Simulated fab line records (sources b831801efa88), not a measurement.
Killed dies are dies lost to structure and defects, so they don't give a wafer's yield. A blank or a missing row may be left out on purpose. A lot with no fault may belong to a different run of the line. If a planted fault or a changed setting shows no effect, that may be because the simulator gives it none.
fab line records | flow sky130
[record] lots = 13 wafers = 38 last-day = 50
route steps=708 shown NWELL@82 VT_ADJUST_LVTN@118 VT_ADJUST_NCORE@125 VT_ADJUST_PCH@152 PAD_OPEN@708
lots with no fault: from the same line, run without faults
start-h: start of the lot's first displayed wafer, in hours after the record's first day | wait-h: time in hours since the lot's previous step | " unchanged from the row above | L1.1+2: a single row standing in for several wafers | - no value, or no start given | * or withheld: withheld | < > ~ a bound
route shown NAME@n: names a module that has steps shown in the file, with the first one's number in the route | usual: mean and standard deviation over wafers with no fault | same: alike in all rows | chamber/n: place in a boat | sites: the reading at each site | _std_site: standard deviation of those values | _edge_site: outer sites' mean less inner sites' | radius-mm: for every site, how far away it sits from the centre of the wafer | mask NAME#n: copy n | behind: the tool/chamber that last shaped the wafer | hold: the reason the lot was held/the length of the hold in hours/how it ended | device: the transistor (n, p or np) that didn't switch | end of line: tests of these same wafers at the route's end | step lacking rows: just its recipe | killed: not the wafer's yield, but the dies lost to structure and defects at the first sort | map: the dies of a wafer, with x for killed, . for not killed, _ for no die there
set.NAME: the setting as run; set.NAME@STEP: as run at that earlier step | model.NAME: the simulator's own value behind a step, which no gauge read
route steps across a sampled set of lots; one table per step, one row per wafer
services: the hour from which a tool's chamber was out of use, counted from the record's first day as start-h (under 0 if before that day), plus the number of hours and why
[[steps]]
[step SKY_NWELL_RS_MEAS_29]
[recipe] thk-meas-gauge = four-point-probe
[usual] NWELL_RS = 625.6/1.5
// columns lot.wafer tool chamber start-h wait-h NWELL_RS[ohm/sq]
L533.2 film-metro-03 - 103.02 0.1 626.6
L533.3 " - " " 628.6
L533.5 " - " " 628.0
L535.1 film-metro-03 - 120.07 0.1 628.4
L535.4 " - " " 626.4
L535.6 " - " " 627.5
L537.2 film-metro-03 - 136.42 0.1 626.4
L537.5 " - " " 627.0
L537.6 " - " " 625.5
L539.1 film-metro-02 - 147.76 0.1 624.7
L539.3 " - " " 623.5
L539.4 " - " " 624.3
L544.3 film-metro-03 - 168.71 0.1 625.0
L544.5 " - " " 625.0
L546.2 film-metro-03 - 176.22 0.1 628.7
L546.4 " - " " 627.2
L546.5 " - " " 628.3
L547.4 film-metro-01 - 182.26 0.1 624.1
L547.5 " - " " 626.0
L547.6 " - " " 625.9
L548.1 film-metro-02 - 188.30 0.1 625.3
L548.3 " - " " 626.3
L548.5 " - " " 626.0
L551.2 film-metro-01 - 209.99 0.1 623.9
L551.5 " - " " 625.4
L551.6 " - " " 625.5
L552.2 film-metro-03 - 217.54 0.1 628.3
L552.3 " - " " 629.0
L552.6 " - " " 628.5
L553.2 film-metro-03 - 224.72 0.1 626.0
L553.5 " - " " 626.3
L553.6 " - " " 625.6
L555.3 film-metro-03 - 234.46 0.1 626.0
L555.5 " - " " 623.9
L555.6 " - " " 624.5
L556.1 film-metro-03 - 240.90 0.1 624.8
L556.3 " - " " 625.2
L556.5 " - " " 624.6
[step SKY_VT_ADJUST_LVTN_TW_MEAS_21]
[usual] VT_ADJUST_LVTN_2_TW = 188.9/1.1
// columns lot.wafer tool chamber start-h wait-h VT_ADJUST_LVTN_2_TW
L533.2 film-metro-03 - 158.32 0.1 186.8
L533.3 " - " " 187.1
L533.5 " - " " 188.2
L535.1 film-metro-03 - 175.00 0.1 188.4
L535.4 " - " " 188.9
L535.6 " - " " 189.5
L537.2 film-metro-02 - 195.32 0.1 189.6
L537.5 " - " " 190.3
L537.6 " - " " 188.6
L539.1 film-metro-03 - 207.66 0.1 187.3
L539.3 " - " " 187.2
L539.4 " - " " 187.5
L544.3 film-metro-02 - 233.32 0.1 190.1
L544.5 " - " " 189.7
L546.2 film-metro-03 - 243.02 0.1 188.5
L546.4 " - " " 187.6
L546.5 " - " " 187.4
L547.4 film-metro-04 - 249.43 0.1 189.1
L547.5 " - " " 188.7
L547.6 " - " " 189.0
L548.1 film-metro-02 - 255.50 0.1 188.6
L548.3 " - " " 189.7
L548.5 " - " " 189.9
L551.2 film-metro-02 - 281.17 0.1 189.5
L551.5 " - " " 189.7
L551.6 " - " " 189.0
L552.2 film-metro-02 - 289.79 0.1 189.3
L552.3 " - " " 189.5
L552.6 " - " " 190.1
L553.2 film-metro-02 - 296.72 0.1 190.6
L553.5 " - " " 190.1
L553.6 " - " " 190.4
L555.3 film-metro-03 - 305.88 0.1 187.9
L555.5 " - " " 188.1
L555.6 " - " " 186.9
L556.1 film-metro-04 - 312.45 0.1 189.2
L556.3 " - " " 189.5
L556.5 " - " " 189.6
[step SKY_VT_ADJUST_NCORE_DEVELOP_06]
[recipe] resist = NOVOLAK developer = TMAH develop-time-s = 60 dev-temp-c = 23
// columns lot.wafer tool chamber start-h wait-h
L533.2+3+5 litho-track-04 0 174.89 0.1
L535.1+4+6 litho-track-02 0 196.33 0.1
L537.2+5+6 litho-track-04 0 216.09 0.1
L539.1+3+4 litho-track-02 0 229.32 0.1
L544.3+5 litho-track-02 0 255.32 0.1
L546.2+4+5 litho-track-01 0 266.73 0.1
L547.4+5+6 litho-track-01 0 272.33 0.1
L548.1+3+5 litho-track-01 0 279.65 0.1
L551.2+5+6 litho-track-01 0 305.18 0.1
L552.2+3+6 litho-track-04 0 311.74 0.1
L553.2+5+6 litho-track-04 0 320.84 0.1
L555.3+5+6 litho-track-04 0 331.41 0.1
L556.1+3+5 litho-track-02 0 338.82 0.1
[step SKY_VT_ADJUST_NCORE_CD_MEAS_07]
[recipe] target-cd-nm = 380
[usual] cd-nm = 380.0/2.6
// columns lot.wafer tool chamber start-h wait-h cd-nm
L533.2 cd-sem-01 - 175.04 0.1 379.1
L533.3 " - " " 380.2
L533.5 " - " " 379.8
L535.1 cd-sem-02 - 196.48 0.1 381.0
L535.4 " - " " 380.0
L535.6 " - " " 380.7
L537.2 cd-sem-01 - 216.24 0.1 378.2
L537.5 " - " " 376.2
L537.6 " - " " 376.4
L539.1 cd-sem-02 - 229.47 0.1 389.2
L539.3 " - " " 380.6
L539.4 " - " " 379.9
L544.3 cd-sem-02 - 255.46 0.1 383.4
L544.5 " - " " 393.2
L546.2 cd-sem-01 - 266.87 0.1 375.5
L546.4 " - " " 378.3
L546.5 " - " " 377.8
L547.4 cd-sem-01 - 272.46 0.1 380.0
L547.5 " - " " 378.9
L547.6 " - " " 379.0
L548.1 cd-sem-01 - 279.80 0.1 375.9
L548.3 " - " " 377.6
L548.5 " - " " 376.6
L551.2 cd-sem-02 - 305.32 0.1 383.2
L551.5 " - " " 383.7
L551.6 " - " " 384.4
L552.2 cd-sem-01 - 311.88 0.1 378.8
L552.3 " - " " 378.7
L552.6 " - " " 380.4
L553.2 cd-sem-02 - 320.98 0.1 380.8
L553.5 " - " " 378.7
L553.6 " - " " 377.0
L555.3 cd-sem-02 - 332.04 0.6 377.6
L555.5 " - " " 379.2
L555.6 " - " " 380.3
L556.1 cd-sem-02 - 338.99 0.1 384.3
L556.3 " - " " 381.0
L556.5 " - " " 379.7
[step SKY_VT_ADJUST_PCH_STRIP_09]
[recipe] chemistry = O2/N2 power-w = 1400 pressure-mtorr = 1500 platen-temp-c = withheld o2-flow-sccm = 3000 n2-flow-sccm = 300 overash-fraction = 0.5
[usual] drypump-motor-current-A = 5.74/0.25 oes-product-au = 0.723/0.0043 strip-time-to-endpoint-s = 36.97/0.099
// columns lot.wafer tool chamber start-h wait-h drypump-motor-current-A oes-product-au rf-hours-counter-h strip-time-to-endpoint-s
L533.2 plasma-asher-02 1 219.16 0.1 5.69 0.724 54 36.94
L533.3 " 0 " " 5.65 0.722 - 37.01
L533.5 " 0 " " 5.65 0.722 - 36.93
L535.1 plasma-asher-03 1 241.89 0.1 5.76 0.725 53 37.02
L535.4 " 1 " " 5.76 0.726 - 37.07
L535.6 " 1 " " 5.76 0.728 - 36.85
L537.2 plasma-asher-01 0 262.64 0.1 6.00 0.720 15 36.81
L537.5 " 0 " " 5.97 0.722 - 36.80
L537.6 " 1 " " 5.33 0.723 - 36.82
L539.1 plasma-asher-01 0 277.36 0.1 5.99 0.722 17 36.99
L539.3 " 0 " " 6.00 0.724 - 37.06
L539.4 " 1 " " 5.36 0.717 - 37.06
L544.3 plasma-asher-03 0 304.74 0.1 6.15 0.724 - 36.93
L544.5 " 1 " " 5.77 0.723 - 36.85
L546.2 plasma-asher-03 1 316.51 0.1 5.76 0.724 60 36.99
L546.4 " 0 " " 6.14 0.716 - 36.96
L546.5 " 1 " " 5.76 0.713 - 36.99
L547.4 plasma-asher-02 0 321.72 0.1 5.62 0.723 - 36.95
L547.5 " 1 " " 5.67 0.727 - 36.86
L547.6 " 0 " " 5.63 0.717 - 36.85
L548.1 plasma-asher-01 0 330.56 0.1 5.94 0.718 22 36.99
L548.3 " 1 " " 5.36 0.724 - 36.88
L548.5 " 1 " " 5.35 0.726 - 36.95
L551.2 plasma-asher-01 1 359.45 0.1 5.31 0.721 24 36.93
L551.5 " 1 " " 5.31 0.719 - 36.91
L551.6 " 0 " " 5.98 0.719 - 37.05
L552.2 plasma-asher-02 0 365.46 0.1 5.67 0.719 68 37.17
L552.3 " 0 " " 5.64 0.724 - 37.03
L552.6 " 1 " " 5.68 0.724 - 37.14
L553.2 plasma-asher-02 0 374.26 0.1 5.66 0.715 69 37.07
L553.5 " 0 " " 5.68 0.719 - 37.09
L553.6 " 1 " " 5.66 0.724 - 37.12
L555.3 plasma-asher-01 0 385.87 0.1 5.97 0.719 - 36.86
L555.5 " 1 " " 5.34 0.724 - 37.01
L555.6 " 0 " " 5.98 0.724 - 36.87
L556.1 plasma-asher-02 0 395.34 0.1 5.66 0.710 71 37.00
L556.3 " 0 " " 5.63 0.724 - 36.97
L556.5 " 1 " " 5.66 0.721 - 37.02
[step SKY_PAD_OPEN_PROBE_99]
[usual] killed_at_M0_to_M3 = 42/6.1 killed_at_M4_up = 3.3/1.7 killed-at-contacts = 25/5.4 killed-at-front-end = 16/4.6 killed-at-other = 0.4/0.55 killed-dies = 87/8.8 killed-open = 47/7.1 killed-short = 40/5.8
[same] gross-dies = 492 killed-at-back-side = 0
// columns lot.wafer tool chamber start-h wait-h killed_at_M0_to_M3 killed_at_M4_up killed-at-contacts killed-at-front-end killed-at-other killed-dies killed-open killed-short
L539.1 prober-02 - 1115.89 0.1 36 5 26 14 1 82 37 45
L539.3 prober-02 - 1115.99 0.2 47 2 36 18 0 103 51 52
L539.4 prober-02 - 1116.04 0.2 41 7 24 15 1 88 49 37
// killed by level:class
L539.1 CONTACT:geometric-particle:open=9 CONTACT:geometric-particle:short=6 VIA1:geometric-particle:short=6 POLY_GATE:geometric-particle:short=5 LI_CONTACT:geometric-particle:open=5 METAL2:geometric-particle:short=5 VIA2:geometric-particle:open=5 FIELD_ISO:geometric-particle:short=4
L539.3 LOCAL_INTERCONNECT:geometric-particle:short=13 VIA1:geometric-particle:open=9 LI_CONTACT:geometric-particle:open=8 VIA3:geometric-particle:open=7 CONTACT:geometric-particle:open=7 VIA2:geometric-particle:open=6 METAL1:geometric-particle:short=5 METAL3:geometric-particle:short=5
L539.4 CONTACT:geometric-particle:open=11 VIA3:geometric-particle:open=9 VIA2:geometric-particle:open=7 VIA1:geometric-particle:short=6 VIA1:geometric-particle:open=6 METAL4:geometric-particle:short=6 FIELD_ISO:geometric-particle:short=4 POLY_GATE:geometric-particle:open=4
[[services]]
// columns tool chamber start-h hours kind
plasma-asher-02 - 157.39 2.8 pm
plasma-asher-02 - 162.48 1.5 repair
plasma-asher-02 - 171.59 9.2 repair
plasma-asher-01 - 260.79 1.0 repair
litho-track-02 - 309.27 - consumable-replace:filter
plasma-asher-01 - 310.17 1.4 repair
litho-track-02 - 330.72 - consumable-replace:filter
plasma-asher-03 - 339.92 1.3 repair
plasma-asher-01 - 357.12 2.0 repair
plasma-asher-01 - 365.28 0.6 repair
plasma-asher-02 - 376.96 10.0 repair
plasma-asher-03 - 387.40 5.2 repair
[[key]]
[first-sign] step = SKY_VT_ADJUST_NCORE_CD_MEAS_07 reading = cd-nm direction = up sigmas = 4.2 usual = 380.0 struck = 391.2
effect none on later readings
met-at SKY_VT_ADJUST_NCORE_DEVELOP_06
struck-lots L539,L544
struck-wafers L539.1,L544.5
tester-left-out L539,L544
not-acting-at SKY_NWELL_RS_MEAS_29,SKY_VT_ADJUST_LVTN_TW_MEAS_21,SKY_VT_ADJUST_PCH_STRIP_09
onset-between 196.33 229.32
[fault] kind = process-parameter-drift tool = litho-track-02 chamber = - onset-h = 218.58 steps = SKY_VT_ADJUST_NCORE_DEVELOP_06 channel = develop-time-s offset = * shape = step end-h = 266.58 scope = struck-wafers-only acts-in = * stated = *
// tester-left-out: of these lots the tester's yield and bins aren't shown, on N5 and GAA mostly nor the transistor test; their killed dies are dies lost to structure and defects alone, not to doping, threshold or leakage, so they don't give the yield
